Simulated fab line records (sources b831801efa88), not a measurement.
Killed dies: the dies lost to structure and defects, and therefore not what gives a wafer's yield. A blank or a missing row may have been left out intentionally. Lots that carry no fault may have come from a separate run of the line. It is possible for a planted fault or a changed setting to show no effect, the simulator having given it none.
Comparing a struck lot with a sound one    flow sky130    16 out of 708 route steps
Sound: wafers L929.2, L929.3, L929.4. Wafers struck: L936.1, L936.2, L936.4. The cause comes at the end.
Each step with rows lists, per side, the tool, then ch with its chambers, then its first start. Under that, the readings that differ: sound wafers    struck wafers    difference of the means    sigmas: that difference in standard deviations of wafers without a fault.
alike: words and numbers the same on both sides, and readings whose means are apart by under 2 such deviations; not compared: readings that were withheld, readings missing a value for some wafer, numbers with overlapping values and no deviation given by the record, and bounds like >300 which may hide the same value.
A row with sigmas, a row that says differs or no value, or rows on one side alone: a step with any of these is where the two part. When numbers do not overlap yet have no deviation, they are printed without sigmas and do not part them. A reading that every wafer of one side lacks parts them only if that side has two wafers or more.

SKY_GATE_OXIDE_TW_MEAS_14:
  sound: film_metro-04 at day 14 07:12; struck: film_metro-04 at day 16 15:36
  alike: GATE_OXIDE_TW
then, 3 steps without rows for these wafers: SKY_GATE_OXIDE_CLEAN_15 (cleans in SC1/SC2, time 150 s); SKY_GATE_OXIDE_OXIDATION_16 (stabilise 600 s, purge 300 s, target thk 3.57 nm); SKY_POLY_GATE_CVD_00 (deposits poly-Si, target thk 180 nm, time 720 s).
SKY_POLY_GATE_THK_MEAS_01:
  sound: film_metro-01 at day 14 11:34; struck: film_metro-02 at day 16 20:43
  alike: POLY_GATE_CVD_00_THK
then, 7 steps without rows for these wafers: SKY_RES_PROTECT_DEHYDRATE_00 (time 60 s); SKY_RES_PROTECT_HMDS_01 (prime time 60 s); SKY_RES_PROTECT_COAT_02 (resist thk 1140 nm); SKY_RES_PROTECT_SOFTBAKE_03 (time 60 s); SKY_RES_PROTECT_EXPOSE_04 (exposes mask RPM, target cd 1270 nm); SKY_RES_PROTECT_PEB_05; SKY_RES_PROTECT_DEVELOP_06 (develop time 60 s).
SKY_POLY_GATE_IMPLANT_02:
  sound on implanter-02 ch 0, day 15 14:32; struck on implanter-01 ch 0, day 18 02:38
reading                           sound                    struck                      difference  sigmas
end_station_pressure_torr (Torr)  1.03e-05 1e-05 1.04e-05  4.32e-05 4.41e-05 4.43e-05  +3.36e-05   +34
SKY_RES_PROTECT_STRIP_07: strips in O2/N2.
  sound on plasma_asher-03 ch 0,1, day 15 14:40; struck on plasma_asher-04 ch 0,1, day 18 02:47
reading                       sound              struck             difference  sigmas
strip_time_to_endpoint_s (s)  23.30 23.30 23.26  23.58 23.57 23.59  +0.29       +7
  alike: drypump_motor_current_A, oes_product_au
  not compared: rf_hours_counter_h
SKY_RES_PROTECT_TW_MEAS_08:
  sound: film_metro-04 at day 15 14:46; struck: film_metro-02 at day 18 02:53
  alike: POLY_GATE_TW
-- here the record skips 30 days between the struck wafers' starts before and after, leaving off in module RES_PROTECT and picking up in module PAD_OPEN (first step shown: number 708 of the route) --
SKY_PAD_OPEN_PROBE_99:
  sound: prober-01 at day 46 05:50; struck: prober-01 at day 47 22:44
reading                         sound              struck             difference  sigmas
model.etest.licon_poly.rc_ohm   156.3 154.8 150.7  144 137.1 130.1    -17         
model.etest.res_poly.rs_ohm_sq  48.89 48.49 48.44  46.09 46.23 45.92  -2.53       
  alike: killed_at_M0_to_M3, killed_at_M4_up, killed_at_contacts, killed_at_front_end, killed_at_other, killed_dies, killed_open, killed_short
  not compared: model.etest.res_poly.line_ohm_um

## WHERE THEY PART
First at SKY_POLY_GATE_IMPLANT_02; last, within this record, at SKY_RES_PROTECT_STRIP_07. Later steps at which nothing parts them and some readings are alike: SKY_RES_PROTECT_TW_MEAS_08, SKY_PAD_OPEN_PROBE_99.

WHY: what had been put in by the simulator
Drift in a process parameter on implanter-01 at SKY_POLY_GATE_IMPLANT_02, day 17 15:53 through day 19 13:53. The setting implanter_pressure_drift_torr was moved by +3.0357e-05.
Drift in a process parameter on implanter-01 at SKY_POLY_GATE_IMPLANT_02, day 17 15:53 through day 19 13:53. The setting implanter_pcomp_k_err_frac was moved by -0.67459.
